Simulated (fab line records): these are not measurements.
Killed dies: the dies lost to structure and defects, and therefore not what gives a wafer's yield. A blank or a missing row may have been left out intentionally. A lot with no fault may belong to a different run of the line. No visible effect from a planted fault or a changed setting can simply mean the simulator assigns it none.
Which of the tools did it? :: flow gf180mcu :: 11 lots with 33 wafers sampled at 5 steps, on a route of 602 steps

## WHAT EACH GAUGE READ, for each wafer
GF_M2_CD_MEAS_14: target cd 280 nm. Usual: cd nm reads 280.0 nm (standard deviation 1.2).
lot: L630
measured: day 19 02:49
on: cd sem-01
cd nm (nm): 280.8 279.6 280.9
flag: 

lot: L631
measured: day 19 13:33
on: cd sem-02
cd nm (nm): 279.2 279.8 279.1
flag: 

lot: L632
measured: day 19 19:24
on: cd sem-02
cd nm (nm): 278.8 278.3 280.0
flag: 

lot: L634
measured: day 20 21:19
on: cd sem-01
cd nm (nm): 280.7 280.5 281.1
flag: 

lot: L635
measured: day 21 02:57
on: cd sem-01
cd nm (nm): 281.6 279.6 280.5
flag: 

lot: L642
measured: day 23 17:58
on: cd sem-02
cd nm (nm): 285.5 285.2 285.0
flag: OFF

lot: L648
measured: day 25 18:55
on: cd sem-01
cd nm (nm): 282.5 281.8 282.6
flag: 

lot: L650
measured: day 26 05:07
on: cd sem-01
cd nm (nm): 277.9 277.6 278.4
flag: 

lot: L651
measured: day 26 14:13
on: cd sem-01
cd nm (nm): 279.2 279.2 280.4
flag: 

lot: L652
measured: day 26 20:07
on: cd sem-01
cd nm (nm): 280.6 279.4 280.4
flag: 

lot: L653
measured: day 27 00:55
on: cd sem-01
cd nm (nm): 279.4 281.0 280.3
flag: 

## WHICH TOOL RAN EACH LOT (tool, then ch and the chambers of the sampled wafers, then the start)
lot: L630
GF_V1_CMP_26: cmp-02 ch 0,3, day 18 02:39
GF_M2_SPUTTER_00: pvd sputter-01, day 18 02:57
GF_M2_SPUTTER_04: pvd sputter-01, day 18 03:08
GF_M2_COAT_09: litho track-02 ch 0, day 18 14:59

lot: L631
GF_V1_CMP_26: cmp-01 ch 0,1,2, day 18 12:53
GF_M2_SPUTTER_00: pvd sputter-02, day 18 13:11
GF_M2_SPUTTER_04: pvd sputter-02, day 18 13:22
GF_M2_COAT_09: litho track-04 ch 0, day 19 00:43

lot: L632
GF_V1_CMP_26: cmp-01 ch 0,1,2, day 18 19:07
GF_M2_SPUTTER_00: pvd sputter-01, day 18 19:25
GF_M2_SPUTTER_04: pvd sputter-01, day 18 19:35
GF_M2_COAT_09: litho track-02 ch 0, day 19 07:00

lot: L634
GF_V1_CMP_26: cmp-01 ch 0,3, day 19 20:34
GF_M2_SPUTTER_00: pvd sputter-04, day 19 20:49
GF_M2_SPUTTER_04: pvd sputter-04, day 19 21:00
GF_M2_COAT_09: litho track-01 ch 0, day 20 08:58

lot: L635
GF_V1_CMP_26: cmp-02 ch 0,1,3, day 20 02:43
GF_M2_SPUTTER_00: pvd sputter-02, day 20 02:58
GF_M2_SPUTTER_04: pvd sputter-02, day 20 03:09
GF_M2_COAT_09: litho track-02 ch 0, day 20 14:51

lot: L642
GF_V1_CMP_26: cmp-02 ch 0,3, day 22 18:44
GF_M2_SPUTTER_00: pvd sputter-04, day 22 19:04
GF_M2_SPUTTER_04: pvd sputter-04, day 22 19:15
GF_M2_COAT_09: litho track-02 ch 0, day 23 06:09

lot: L648
GF_V1_CMP_26: cmp-01 ch 0,1, day 24 20:46
GF_M2_SPUTTER_00: pvd sputter-02, day 24 21:01
GF_M2_SPUTTER_04: pvd sputter-02, day 24 21:11
GF_M2_COAT_09: litho track-04 ch 0, day 25 07:47

lot: L650
GF_V1_CMP_26: cmp-01 ch 0,1, day 25 06:46
GF_M2_SPUTTER_00: pvd sputter-01, day 25 07:04
GF_M2_SPUTTER_04: pvd sputter-01, day 25 07:15
GF_M2_COAT_09: litho track-04 ch 0, day 25 18:20

lot: L651
GF_V1_CMP_26: cmp-02 ch 0,1,3, day 25 16:29
GF_M2_SPUTTER_00: pvd sputter-01, day 25 16:47
GF_M2_SPUTTER_04: pvd sputter-01, day 25 16:58
GF_M2_COAT_09: litho track-01 ch 0, day 26 03:14

lot: L652
GF_V1_CMP_26: cmp-01 ch 0,1,3, day 25 23:16
GF_M2_SPUTTER_00: pvd sputter-01, day 25 23:28
GF_M2_SPUTTER_04: pvd sputter-01, day 25 23:40
GF_M2_COAT_09: litho track-04 ch 0, day 26 09:56

lot: L653
GF_V1_CMP_26: cmp-02 ch 0,3, day 26 04:08
GF_M2_SPUTTER_00: pvd sputter-04, day 26 04:26
GF_M2_SPUTTER_04: pvd sputter-04, day 26 04:37
GF_M2_COAT_09: litho track-04 ch 0, day 26 15:04
- GF_V1_CMP_26: polishes, stops on SiO2, t overpolish 15 s, target thk 0 nm.
- GF_M2_SPUTTER_00: material Ti, target thk 37.5 nm, time 150 s.
- GF_M2_SPUTTER_04: material TiN, target thk 50 nm, time 41.7 s.
- GF_M2_COAT_09: resist thk 1000 nm.

## AS READ BY THE TOOLS THEMSELVES (means over the sampled wafers that have a number; for cases with no such wafer, the mark the record gives instead)
GF_V1_CMP_26. Usual: motor current A 11.0 A, standard deviation 1; overpolish run s 15.000 s, standard deviation 0.0095; time to endpoint s 85.3 s, standard deviation 2.9.
lot: L630
tool: cmp-02
motor current A (A): 10.6
overpolish run s (s): 15.000
time to endpoint s (s): 84.1
flag: 

lot: L631
tool: cmp-01
motor current A (A): 11.4
overpolish run s (s): 15.004
time to endpoint s (s): 84.6
flag: 

lot: L632
tool: cmp-01
motor current A (A): 11.6
overpolish run s (s): 14.998
time to endpoint s (s): 84.0
flag: 

lot: L634
tool: cmp-01
motor current A (A): 10.5
overpolish run s (s): 15.010
time to endpoint s (s): 88.2
flag: 

lot: L635
tool: cmp-02
motor current A (A): 11.1
overpolish run s (s): 14.995
time to endpoint s (s): 81.8
flag: 

lot: L642
tool: cmp-02
motor current A (A): 10.1
overpolish run s (s): 15.000
time to endpoint s (s): 88.3
flag: 

lot: L648
tool: cmp-01
motor current A (A): 10.7
overpolish run s (s): 14.989
time to endpoint s (s): 85.6
flag: 

lot: L650
tool: cmp-01
motor current A (A): 10.9
overpolish run s (s): 15.008
time to endpoint s (s): 84.6
flag: 

lot: L651
tool: cmp-02
motor current A (A): 10.9
overpolish run s (s): 14.995
time to endpoint s (s): 89.9
flag: 

lot: L652
tool: cmp-01
motor current A (A): 10.6
overpolish run s (s): 14.999
time to endpoint s (s): 87.1
flag: 

lot: L653
tool: cmp-02
motor current A (A): 10.0
overpolish run s (s): 15.005
time to endpoint s (s): 87.9
flag: 

GF_M2_SPUTTER_00. Usual: cathode dc power W 4000.0 W, standard deviation 0.74; throttle valve pct 29.9 %, standard deviation 0.96.
lot: L630
tool: pvd sputter-01
cathode dc power W (W): 3999.6
throttle valve pct (%): 29.6
flag: 

lot: L631
tool: pvd sputter-02
cathode dc power W (W): 4000.6
throttle valve pct (%): 29.0
flag: 

lot: L632
tool: pvd sputter-01
cathode dc power W (W): 3999.3
throttle valve pct (%): 28.8
flag: 

lot: L634
tool: pvd sputter-04
cathode dc power W (W): 3999.8
throttle valve pct (%): 30.5
flag: 

lot: L635
tool: pvd sputter-02
cathode dc power W (W): 3999.9
throttle valve pct (%): 29.6
flag: 

lot: L642
tool: pvd sputter-04
cathode dc power W (W): 4000.1
throttle valve pct (%): 30.2
flag: 

lot: L648
tool: pvd sputter-02
cathode dc power W (W): 4000.0
throttle valve pct (%): 29.0
flag: 

lot: L650
tool: pvd sputter-01
cathode dc power W (W): 4000.4
throttle valve pct (%): 29.5
flag: 

lot: L651
tool: pvd sputter-01
cathode dc power W (W): 3999.9
throttle valve pct (%): 28.9
flag: 

lot: L652
tool: pvd sputter-01
cathode dc power W (W): 4000.2
throttle valve pct (%): 29.9
flag: 

lot: L653
tool: pvd sputter-04
cathode dc power W (W): 3999.5
throttle valve pct (%): 30.5
flag: 

GF_M2_SPUTTER_04. Usual: cathode dc power W 6499.8 W, standard deviation 1.2; throttle valve pct 29.9 %, standard deviation 0.96.
lot: L630
tool: pvd sputter-01
cathode dc power W (W): 6499.4
throttle valve pct (%): 29.5
flag: 

lot: L631
tool: pvd sputter-02
cathode dc power W (W): 6499.1
throttle valve pct (%): 28.9
flag: 

lot: L632
tool: pvd sputter-01
cathode dc power W (W): 6500.1
throttle valve pct (%): 28.8
flag: 

lot: L634
tool: pvd sputter-04
cathode dc power W (W): 6499.3
throttle valve pct (%): 30.4
flag: 

lot: L635
tool: pvd sputter-02
cathode dc power W (W): 6500.2
throttle valve pct (%): 29.6
flag: 

lot: L642
tool: pvd sputter-04
cathode dc power W (W): 6500.0
throttle valve pct (%): 30.3
flag: 

lot: L648
tool: pvd sputter-02
cathode dc power W (W): 6500.0
throttle valve pct (%): 28.9
flag: 

lot: L650
tool: pvd sputter-01
cathode dc power W (W): 6499.1
throttle valve pct (%): 29.7
flag: 

lot: L651
tool: pvd sputter-01
cathode dc power W (W): 6499.6
throttle valve pct (%): 28.9
flag: 

lot: L652
tool: pvd sputter-01
cathode dc power W (W): 6499.5
throttle valve pct (%): 29.8
flag: 

lot: L653
tool: pvd sputter-04
cathode dc power W (W): 6500.5
throttle valve pct (%): 30.4
flag: 

GF_M2_COAT_09. Usual: exhaust pa reads 44.8 Pa (standard deviation 0.82).
lot: L630
tool: litho track-02
exhaust pa (Pa): 45.3
flag: 

lot: L631
tool: litho track-04
exhaust pa (Pa): 43.9
flag: 

lot: L632
tool: litho track-02
exhaust pa (Pa): 45.1
flag: 

lot: L634
tool: litho track-01
exhaust pa (Pa): 45.9
flag: 

lot: L635
tool: litho track-02
exhaust pa (Pa): 45.4
flag: 

lot: L642
tool: litho track-02
exhaust pa (Pa): 44.1
flag: 

lot: L648
tool: litho track-04
exhaust pa (Pa): 44.0
flag: 

lot: L650
tool: litho track-04
exhaust pa (Pa): 44.3
flag: 

lot: L651
tool: litho track-01
exhaust pa (Pa): 44.9
flag: 

lot: L652
tool: litho track-04
exhaust pa (Pa): 45.1
flag: 

lot: L653
tool: litho track-04
exhaust pa (Pa): 45.7
flag: 

## THE ANSWER, worked out from the rows above alone
Rule: a lot counts as off when the mean over its wafers that have a number is more than 3 standard deviations away from the usual mean. Also off: a lot with no number at a reading for which 4 or more lots have one. The other lots that the step has rows for count as sound. The gauges are gone through in route order, then the tools' own readings, and for those a lot's mean is taken as printed above. The first step at which some lot is off is used, and at that step the reading that is off furthest; a lot without a number counts as furthest.
Off: L642 (GF_M2_CD_MEAS_14, cd nm).
A tool fits if, at a process step before that reading, it ran every lot that is off, and no sound lot after the first of them. The gauges at GF_M2_CD_MEAS_14 are tried like those tools. Undecided on this evidence; 2 tools fit (litho track-02 at GF_M2_COAT_09, cd sem-02 at GF_M2_CD_MEAS_14).

## WHAT HAD BEEN PUT IN BY THE SIMULATOR
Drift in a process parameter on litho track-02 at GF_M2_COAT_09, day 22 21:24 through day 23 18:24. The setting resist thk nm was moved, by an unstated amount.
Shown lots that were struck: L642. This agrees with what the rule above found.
